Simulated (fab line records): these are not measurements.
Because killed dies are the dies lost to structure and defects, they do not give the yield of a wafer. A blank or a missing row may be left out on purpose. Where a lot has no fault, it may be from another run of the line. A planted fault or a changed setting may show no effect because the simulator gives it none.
fab line records | flow gf180mcu
[record] lots = 7 wafers = 21 lastDay = 33
route steps=602 shown SAB@272 SALICIDE@278 PASSIVATION@602
lots that met no fault: taken from a fault-free run of the same line
startH: hours from the record's first day to the start of the lot's first wafer shown | waitH: hours since the lot's step before | " unchanged from the row above | L1.1+2: several wafers, shown together as one row | - no value, or no start given | * or withheld: withheld | < > ~ a bound
route shown NAME@n: names a module that has steps shown in the file, with the first one's number in the route | usual: mean/standard deviation of fault-free wafers | same: alike in all rows | chamber/n: place in a boat | sites: the reading at each site | _std_site: the standard deviation of these | _edge_site: the outer-site mean with the inner-site mean subtracted | radiusMm: how far each site lies from the wafer's centre | mask NAME#n: copy n | behind: the last tool/chamber to shape the wafer | hold: what put the lot on hold/how long, in hours/how the hold closed | device: the transistor (n, p or np) that didn't switch | end of line: tests run on the same wafers once the route is complete | step lacking rows: just its recipe | killed: count of dies lost to structure and defects at first sort (not the wafer's yield) | map: shows each die of a wafer: x if killed, . if not, _ if none is there
set.NAME: setting as actually run; set.NAME@STEP: the setting as run at that earlier step | model.NAME: the simulator's own value behind a step, which no gauge read
certain route steps with their lots: each step a table, each wafer a row
services: when a tool's chamber went out of use (startH, in hours from the record's first day, below 0 if earlier), for how many hours, and the reason
[[steps]]
[step GF_SAB_DEVELOP_08]
[recipe] developTimeS = 60 devTempC = 23
[step GF_SAB_CD_MEAS_09]
[recipe] targetCdNm = 420
[usual] cdNm = 420.3/2.7
// columns lot.wafer tool chamber startH waitH cdNm
L236.1 cdSem-01 - 340.91 0.2 416.8
L236.2 " - " " 417.2
L236.6 " - " " 416.8
L237.2 cdSem-01 - 346.24 0.1 419.1
L237.5 " - " " 418.9
L237.6 " - " " 418.4
L244.1 cdSem-01 - 414.19 0.1 418.6
L244.2 " - " " 420.2
L244.6 " - " " 419.9
L245.2 cdSem-02 - 419.96 0.1 420.2
L245.3 " - " " 419.2
L245.6 " - " " 420.1
L246.1 cdSem-01 - 426.50 0.1 422.9
L246.2 " - " " 423.7
L246.4 " - " " 425.7
L253.1 cdSem-02 - 484.34 0.1 417.2
L253.3 " - " " 417.4
L253.6 " - " " 416.3
L254.2 cdSem-01 - 494.16 0.1 419.4
L254.4 " - " " 418.6
L254.5 " - " " 418.6
[step GF_SAB_OVL_MEAS_10]
[usual] SAB_OVL = -0.2/1.3
// columns lot.wafer tool chamber startH waitH SAB_OVL[nm]
L236.1 overlay-02 - 341.03 0.1 0.0
L236.2 " - " " 0.4
L236.6 " - " " 2.1
L237.2 overlay-02 - 346.34 0.1 0.9
L237.5 " - " " -1.0
L237.6 " - " " 0.3
L244.1 overlay-02 - 414.31 0.1 1.0
L244.2 " - " " 2.6
L244.6 " - " " 1.4
L245.2 overlay-01 - 420.06 0.1 -0.1
L245.3 " - " " 0.2
L245.6 " - " " 1.6
L246.1 overlay-02 - 426.62 0.1 -0.6
L246.2 " - " " -2.1
L246.4 " - " " -1.8
L253.1 overlay-02 - 484.46 0.1 0.2
L253.3 " - " " -0.2
L253.6 " - " " -1.0
L254.2 overlay-02 - 494.26 0.1 1.8
L254.4 " - " " -0.5
L254.5 " - " " 0.3
[step GF_SAB_ETCH_11]
[recipe] chemistry = C4F8/O2/Ar maskMaterial = NOVOLAK target = SiO2 targetDepthNm = 55 sourceW = 1500 biasW = 1200 pressureMtorr = 40 c4f8FlowSccm = withheld O2_flow_sccm = 6 Ar_flow_sccm = 300 timeS = 8.5
[usual] chamberPressureMTorr = 40.00/0.034 oesProductAu = 0.994/0.01
// columns lot.wafer tool chamber startH waitH chamberPressureMTorr oesProductAu rfHoursCounterH
L236.1 rieDiel-01 1 341.07 0.0 40.02 0.995 4
L236.2 " 2 " " 39.98 0.978 97
L236.6 " 1 " " 39.98 0.991 -
L237.2 rieDiel-01 3 346.37 0.0 39.94 1.002 81
L237.5 " 0 " " 39.95 0.997 -
L237.6 " 3 " " 40.00 1.000 -
L244.1 rieDiel-01 0 414.34 0.0 40.01 0.992 19
L244.2 " 2 " " 39.99 1.002 99
L244.6 " 1 " " 39.98 1.008 -
L245.2 rieDiel-01 2 420.09 0.0 39.99 1.008 99
L245.3 " 3 " " 39.98 0.990 83
L245.6 " 0 " " 40.06 0.980 -
L246.1 rieDiel-01 2 426.66 0.0 39.99 0.995 99
L246.2 " 0 " " 40.02 0.988 19
L246.4 " 3 " " 40.02 0.995 84
L253.1 rieDiel-01 0 484.49 0.0 39.96 0.982 21
L253.3 " 2 " " 39.95 0.985 101
L253.6 " 1 " " 39.98 0.990 -
L254.2 rieDiel-04 1 494.29 0.0 40.00 1.006 13
L254.4 " 0 " " 40.02 0.983 -
L254.5 " 1 " " 39.94 0.995 -
[step GF_SAB_WET_ETCH_12]
[recipe] chemistry = dHF targetDepthNm = 22 dry = n2Spin target = SiO2 tempC = 25 dilution = 100:1 timeS = 440
[step GF_SAB_STRIP_13]
[recipe] chemistry = O2/N2 powerW = 1400 pressureMtorr = 1500 platenTempC = 250 o2FlowSccm = 3000 n2FlowSccm = 300 overashFraction = 0.5
[usual] chamberPressureMTorr = 1500.1/1.3 drypumpMotorCurrentA = 5.8/0.52 heaterPowerW = 340/42 oesProductAu = 0.710/0.0046 stripTimeToEndpointS = 12.62/0.036
// columns lot.wafer tool chamber startH waitH chamberPressureMTorr drypumpMotorCurrentA heaterPowerW oesProductAu rfHoursCounterH stripTimeToEndpointS
L236.1 plasmaAsher-02 1 341.23 0.0 1497.9 5.7 419 0.704 22 12.64
L236.2 " 0 " " 1499.1 5.5 338 0.705 22 12.61
L236.6 " 1 " " 1500.7 5.8 428 0.704 - 12.62
L237.2 plasmaAsher-04 1 346.54 0.0 1500.9 5.5 346 0.715 70 12.59
L237.5 " 1 " " 1500.4 5.5 346 0.715 - 12.61
L237.6 " 0 " " 1500.2 6.6 298 0.712 - 12.57
L244.1 plasmaAsher-02 0 414.49 0.0 1500.2 5.5 336 0.713 30 12.59
L244.2 " 1 " " 1500.5 5.7 421 0.706 30 12.62
L244.6 " 1 " " 1501.3 5.7 427 0.711 - 12.62
L245.2 plasmaAsher-02 1 420.24 0.0 1503.9 5.7 429 0.719 30 12.63
L245.3 " 1 " " 1499.6 5.7 430 0.711 - 12.62
L245.6 " 0 " " 1500.9 5.5 340 0.711 - 12.61
L246.1 plasmaAsher-04 1 426.81 0.0 1500.8 5.4 352 0.714 78 12.67
L246.2 " 0 " " 1499.8 6.6 291 0.713 78 12.69
L246.4 " 0 " " 1499.9 6.6 293 0.705 - 12.65
L253.1 plasmaAsher-03 0 484.64 0.0 1497.4 5.1 353 0.709 70 12.58
L253.3 " 1 " " 1500.5 5.2 334 0.715 - 12.57
L253.6 " 0 " " 1501.6 5.1 354 0.708 - 12.61
L254.2 plasmaAsher-04 0 494.44 0.0 1502.0 6.6 289 0.719 85 12.60
L254.4 " 1 " " 1499.8 5.5 351 0.708 - 12.55
L254.5 " 1 " " 1500.5 5.5 357 0.710 - 12.60
[step GF_SALICIDE_CLEAN_00]
[recipe] chemistry = SC1/SC2 mix = 1:4:20 tempC = 70 timeS = 150
[step GF_SALICIDE_WET_ETCH_01]
[recipe] chemistry = dHF targetDepthNm = 5 dry = ipaMarangoni target = SiO2 tempC = 25 dilution = 100:1 timeS = 100
[step GF_SALICIDE_SPUTTER_02]
[recipe] material = Co targetThkNm = 10 powerW = 1000 timeS = 20 chamberPressurePa = 0.4
[usual] throttleValvePct = 29.7/1
// columns lot.wafer tool chamber startH waitH throttleValvePct
L236.1 pvdSputter-04 - 341.42 0.0 30.9
L236.2 " - " " 29.0
L236.6 " - " " 29.4
L237.2 pvdSputter-04 - 346.73 0.0 29.2
L237.5 " - " " 29.3
L237.6 " - " " 29.2
L244.1 pvdSputter-02 - 414.69 0.0 27.7
L244.2 " - " " 30.3
L244.6 " - " " 30.2
L245.2 pvdSputter-02 - 420.43 0.0 28.2
L245.3 " - " " 28.9
L245.6 " - " " 27.9
L246.1 pvdSputter-04 - 427.00 0.0 29.0
L246.2 " - " " 31.1
L246.4 " - " " 29.1
L253.1 pvdSputter-02 - 484.83 0.0 30.4
L253.3 " - " " 27.8
L253.6 " - " " 29.2
L254.2 pvdSputter-02 - 494.63 0.0 27.8
L254.4 " - " " 30.5
L254.5 " - " " 28.1
[step GF_SALICIDE_SPUTTER_03]
[recipe] material = TiN targetThkNm = 20 powerW = 6500 timeS = 16.7 chamberPressurePa = 0.4
[usual] throttleValvePct = 29.7/0.99
// columns lot.wafer tool chamber startH waitH throttleValvePct
L236.1 pvdSputter-04 - 341.45 0.0 31.1
L236.2 " - " " 29.3
L236.6 " - " " 29.4
L237.2 pvdSputter-04 - 346.75 0.0 29.0
L237.5 " - " " 29.0
L237.6 " - " " 29.1
L244.1 pvdSputter-02 - 414.72 0.0 27.8
L244.2 " - " " 30.2
L244.6 " - " " 30.4
L245.2 pvdSputter-02 - 420.46 0.0 27.9
L245.3 " - " " 28.8
L245.6 " - " " 27.9
L246.1 pvdSputter-04 - 427.02 0.0 29.3
L246.2 " - " " 31.0
L246.4 " - " " 29.2
L253.1 pvdSputter-02 - 484.86 0.0 30.5
L253.3 " - " " 28.0
L253.6 " - " " 29.1
L254.2 pvdSputter-02 - 494.66 0.0 28.0
L254.4 " - " " 30.3
L254.5 " - " " 27.8
[step GF_SALICIDE_RS_MEAS_04]
[recipe] thkMeasGauge = four-point-probe reads = TiN_of_SALICIDE_SPUTTER_03+Co_of_SALICIDE_SPUTTER_02
[usual] SALICIDE_TIN_RS = 16.4/0.39
// columns lot.wafer tool chamber startH waitH SALICIDE_TIN_RS[ohm/sq]
L236.1 filmMetro-03 - 341.47 0.0 16.1
L236.2 " - " " 16.5
L236.6 " - " " 16.6
L237.2 filmMetro-04 - 346.80 0.0 16.8
L237.5 " - " " 16.7
L237.6 " - " " 17.0
L244.1 filmMetro-02 - 414.74 0.0 16.3
L244.2 " - " " 16.3
L244.6 " - " " 16.3
L245.2 filmMetro-02 - 420.50 0.0 16.6
L245.3 " - " " 16.5
L245.6 " - " " 16.2
L246.1 filmMetro-04 - 427.05 0.0 16.6
L246.2 " - " " 15.8
L246.4 " - " " 16.6
L253.1 filmMetro-02 - 484.88 0.0 16.4
L253.3 " - " " 16.7
L253.6 " - " " 16.7
L254.2 filmMetro-02 - 494.70 0.0 16.9
L254.4 " - " " 16.6
L254.5 " - " " 17.0
[step GF_SALICIDE_THK_MEAS_05]
[recipe] thkMeasGauge = xrf reads = TiN_of_SALICIDE_SPUTTER_03
[usual] SALICIDE_TIN_THK = 19.8/0.33
// columns lot.wafer tool chamber startH waitH SALICIDE_TIN_THK[nm]
L236.1 filmMetro-03 - 341.59 0.1 20.1
L236.2 " - " " 19.9
L236.6 " - " " 19.7
L237.2 filmMetro-04 - 346.91 0.1 19.9
L237.5 " - " " 20.2
L237.6 " - " " 20.0
L244.1 filmMetro-02 - 414.86 0.1 19.5
L244.2 " - " " 19.4
L244.6 " - " " 19.4
L245.2 filmMetro-02 - 420.61 0.1 19.6
L245.3 " - " " 19.6
L245.6 " - " " 19.6
L246.1 filmMetro-04 - 427.17 0.1 19.7
L246.2 " - " " 20.4
L246.4 " - " " 19.6
L253.1 filmMetro-02 - 485.00 0.1 19.2
L253.3 " - " " 19.3
L253.6 " - " " 19.3
L254.2 filmMetro-02 - 494.81 0.1 19.1
L254.4 " - " " 19.4
L254.5 " - " " 19.3
[step GF_SALICIDE_RTA_06]
[recipe] tempC = 530 timeS = 30 ambient = N2
[usual] annealTempCMax = 532.1/0.44 chamberO2Ppm = 2.006/0.021 lampPowerPct = 5.8/0.86 wafer_temp_C_max = 531.6/0.59
// columns lot.wafer tool chamber startH waitH annealTempCMax chamberO2Ppm lampPowerPct wafer_temp_C_max
L236.1 rtpAnneal-01 0 341.65 0.1 531.6 1.998 7.1 532.9
L236.2 " 0 " " 532.6 1.979 7.1 533.4
L236.6 " 0 " " 531.6 1.997 7.1 532.6
L237.2 rtpAnneal-02 0 346.98 0.1 532.1 2.000 5.2 531.4
L237.5 " 0 " " 531.6 2.010 5.2 531.2
L237.6 " 0 " " 532.6 1.984 5.3 531.3
L244.1 rtpAnneal-02 - 414.92 0.1 - - - -
L244.2 " - " " - - - -
L244.6 " - " " - - - -
L245.2 rtpAnneal-02 - 420.68 0.1 - - - -
L245.3 " - " " - - - -
L245.6 " - " " - - - -
L246.1 rtpAnneal-01 - 427.23 0.1 - - - -
L246.2 " - " " - - - -
L246.4 " - " " - - - -
L253.1 rtpAnneal-02 0 485.06 0.1 532.2 1.955 5.2 531.0
L253.3 " 0 " " 531.6 2.009 5.3 531.0
L253.6 " 0 " " 532.0 1.984 5.3 531.3
L254.2 rtpAnneal-01 0 494.88 0.1 531.7 2.000 7.1 531.8
L254.4 " 0 " " 532.0 1.993 7.1 531.9
L254.5 " 0 " " 532.4 2.030 7.1 532.1
[step GF_SALICIDE_WET_ETCH_07]
[recipe] chemistry = SPM targetDepthNm = 120 dry = n2Spin
[step GF_PASSIVATION_PROBE_99]
// columns lot.wafer tool chamber startH waitH model.etest.ppolySal.lineOhmUm model.etest.npolySal.lineOhmUm model.etest.pplusSal.lineOhmUm model.etest.ppolySal.rsOhmSq model.etest.npolySal.rsOhmSq model.etest.ppolyU.endOhm model.etest.nplusSal.lineOhmUm model.etest.contactPoly.rcOhm
L236.1 prober-02 - 673.85 0.1 27.93 27.68 34.27 7.324 7.355 29.19 31.39 5.722
L236.2 prober-02 - 673.90 0.1 28.56 28.76 35.78 7.453 7.418 29.19 31.89 5.786
L236.6 prober-02 - 674.10 0.2 29.08 28.76 35.82 7.44 7.478 28.4 32.08 5.725
L237.2 prober-01 - 681.83 0.1 29.28 28.74 36.19 7.595 7.597 29.02 32.17 5.722
L237.5 prober-01 - 681.98 0.2 29.25 29.05 36.07 7.573 7.53 28 32.39 5.899
L237.6 prober-01 - 682.03 0.2 29.06 29.22 36.17 7.656 7.657 29.73 32.29 5.793
L244.1 prober-02 - 732.77 0.1 1271 1241 843.3 362.1 344.8 290.2 274.9 242.7
L244.2 prober-02 - 732.82 0.1 1303 1220 847.5 361.3 344.4 299.9 277.1 254.5
L244.6 prober-02 - 733.02 0.2 1251 1207 851.9 349.3 333.6 290.5 277.6 245.2
L245.2 prober-01 - 737.39 0.1 1312 1216 818.9 366.5 342.6 297.1 269.8 251.9
L245.3 prober-01 - 737.44 0.2 1297 1235 841.3 362.9 340.6 295.6 274.7 247.1
L245.6 prober-01 - 737.59 0.2 1260 1192 827.5 361.6 331.4 300 270.5 253.1
L246.1 prober-02 - 744.25 0.1 1224 1154 861.4 349.4 329.5 292.8 277.1 244.6
L246.2 prober-02 - 744.30 0.1 1236 1155 860.7 355.8 329.2 284.8 281.4 237.3
L246.4 prober-02 - 744.40 0.2 1258 1175 853.2 352 329.5 277 273.8 231
L253.1 prober-01 - 784.42 0.1 28.25 28.32 34.78 7.264 7.252 28.43 31.15 6.131
L253.3 prober-01 - 784.52 0.2 27.8 28.15 34.79 7.378 7.397 29.37 31.17 6.011
L253.6 prober-01 - 784.67 0.2 28.34 28.05 34.42 7.29 7.32 28.47 30.87 5.971
L254.2 prober-02 - 788.65 0.1 28.3 28.16 35.29 7.452 7.486 30.05 31.68 5.851
L254.4 prober-02 - 788.75 0.2 28.12 28.4 34.82 7.378 7.369 29.72 31.36 6.19
L254.5 prober-02 - 788.80 0.2 29.01 29.09 35.62 7.527 7.471 30.79 31.8 5.965
// killed by level:class
L236.1 CONTACT:geometricParticle:open=8 M3:geometricParticle:short=4 V3:geometricParticle:short=4 V3:geometricParticle:open=3 V4:geometricParticle:open=3 M5:geometricParticle:short=3 STI:geometricParticle:short=2 SAB:geometricParticle:open=2
L236.2 CONTACT:geometricParticle:open=7 STI:geometricParticle:open=5 V3:geometricParticle:open=5 CONTACT:geometricParticle:short=4 V1:geometricParticle:open=4 V2:geometricParticle:open=4 V4:geometricParticle:open=3 STI:geometricParticle:short=2
L236.6 V3:geometricParticle:open=6 STI:geometricParticle:open=5 CONTACT:geometricParticle:open=5 V4:geometricParticle:open=5 V2:geometricParticle:open=4 V1:geometricParticle:short=3 M2:geometricParticle:short=3 V3:geometricParticle:short=3
L237.2 CONTACT:geometricParticle:open=4 V2:geometricParticle:open=4 V4:geometricParticle:short=4 STI:geometricParticle:open=3 V3:geometricParticle:open=3 V5:geometricParticle:short=3 V5:geometricParticle:open=3 V1:geometricParticle:open=2
L237.5 V2:geometricParticle:open=6 V4:geometricParticle:open=6 V1:geometricParticle:open=5 STI:geometricParticle:short=4 STI:geometricParticle:open=3 V3:geometricParticle:open=3 V5:geometricParticle:open=3 V5:geometricParticle:short=3
L237.6 V2:geometricParticle:open=10 CONTACT:geometricParticle:open=6 STI:geometricParticle:short=5 STI:geometricParticle:open=5 V3:geometricParticle:short=5 V4:geometricParticle:short=5 CONTACT:geometricParticle:short=4 V1:geometricParticle:open=4
L253.1 CONTACT:geometricParticle:open=9 V4:geometricParticle:open=5 CONTACT:geometricParticle:short=3 V1:geometricParticle:open=3 M2:geometricParticle:short=3 V2:geometricParticle:short=3 V2:geometricParticle:open=3 V3:geometricParticle:open=3
L253.3 MIM:areaEtch=5 CONTACT:geometricParticle:open=3 V1:geometricParticle:open=3 M2:geometricParticle:short=3 V4:geometricParticle:open=3 M5:geometricParticle:short=3 STI:geometricParticle:open=2 CONTACT:geometricParticle:short=2
L253.6 V5:geometricParticle:open=7 CONTACT:geometricParticle:open=5 V1:geometricParticle:open=5 V2:geometricParticle:open=5 M1:geometricParticle:short=3 M2:geometricParticle:short=3 V3:geometricParticle:open=3 V4:geometricParticle:short=3
L254.2 V1:geometricParticle:open=9 V3:geometricParticle:short=5 V4:geometricParticle:open=5 V2:geometricParticle:open=4 CONTACT:geometricParticle:open=4 V3:geometricParticle:open=4 V4:geometricParticle:short=4 V5:geometricParticle:open=3
L254.4 V2:geometricParticle:open=9 V3:geometricParticle:open=6 V5:geometricParticle:open=5 CONTACT:geometricParticle:open=4 V1:geometricParticle:open=4 STI:geometricParticle:short=3 V2:geometricParticle:short=3 M4:geometricParticle:short=3
L254.5 V2:geometricParticle:open=9 V3:geometricParticle:open=7 V4:geometricParticle:open=6 V5:geometricParticle:open=4 CONTACT:geometricParticle:open=3 M1:geometricParticle:short=3 STI:geometricParticle:open=2 V1:geometricParticle:open=2
[[services]]
// columns tool chamber startH hours kind
pvdSputter-04 2 335.13 - consumableReplace:kit
pvdSputter-04 2 335.13 18.0 scheduledDown
pvdSputter-04 2 335.13 18.0 ventCycle
rieDiel-04 3 343.30 1.9 repair
plasmaAsher-04 - 363.85 2.8 pm
pvdSputter-04 - 372.69 2.2 repair
plasmaAsher-02 - 383.13 6.5 repair
rieDiel-04 3 388.15 10.0 repair
rieDiel-01 2 396.87 1.7 repair
rieDiel-04 1 402.22 4.1 repair
rieDiel-04 3 417.14 - clean
rieDiel-04 3 417.14 14.3 scheduledDown
rieDiel-04 3 417.14 14.3 ventCycle
rieDiel-01 - 456.09 2.8 pm
pvdSputter-04 - 484.49 1.3 repair
rieDiel-01 2 485.11 - clean
rieDiel-01 2 485.11 19.7 scheduledDown
rieDiel-01 2 485.11 19.7 ventCycle
[[key]]
[firstSign] step = GF_SALICIDE_RTA_06 reading = toolRecord direction = missing
effect none on later readings
[modelEffect] step = GF_PASSIVATION_PROBE_99 value = etest.ppolySal.lineOhmUm without = 27.88 struck = 1268
metAt GF_SALICIDE_RTA_06
struckWafers L244.1,L244.2,L244.6,L245.2,L245.3,L245.6,L246.1,L246.2,L246.4
laterRowsLeftOut L244.1,L244.2,L244.6,L245.2,L245.3,L245.6,L246.1,L246.2,L246.4
sortLeftOut L244.1,L244.2,L244.6,L245.2,L245.3,L245.6,L246.1,L246.2,L246.4
testerLeftOut L244,L245,L246
onsetBetween 346.98 414.92
[fault] kind = skippedStepWhole tool = rtpAnneal-01,rtpAnneal-02 chamber = - onsetH = 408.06 steps = GF_SALICIDE_RTA_06 scope = struckLotsOnly
// testerLeftOut: of these lots the tester's yield and bins aren't shown, on N5 and GAA mostly nor the transistor test; their killed dies are dies lost to structure and defects alone, not to doping, threshold or leakage, so they don't give the yield
// sortLeftOut: the simulated sort isn't trusted on such a fault, so these wafers' sort isn't shown, and their yield isn't known
// laterRowsLeftOut: the simulator's readings of these wafers behind a module that went badly wrong aren't trusted and aren't shown, but for the sort
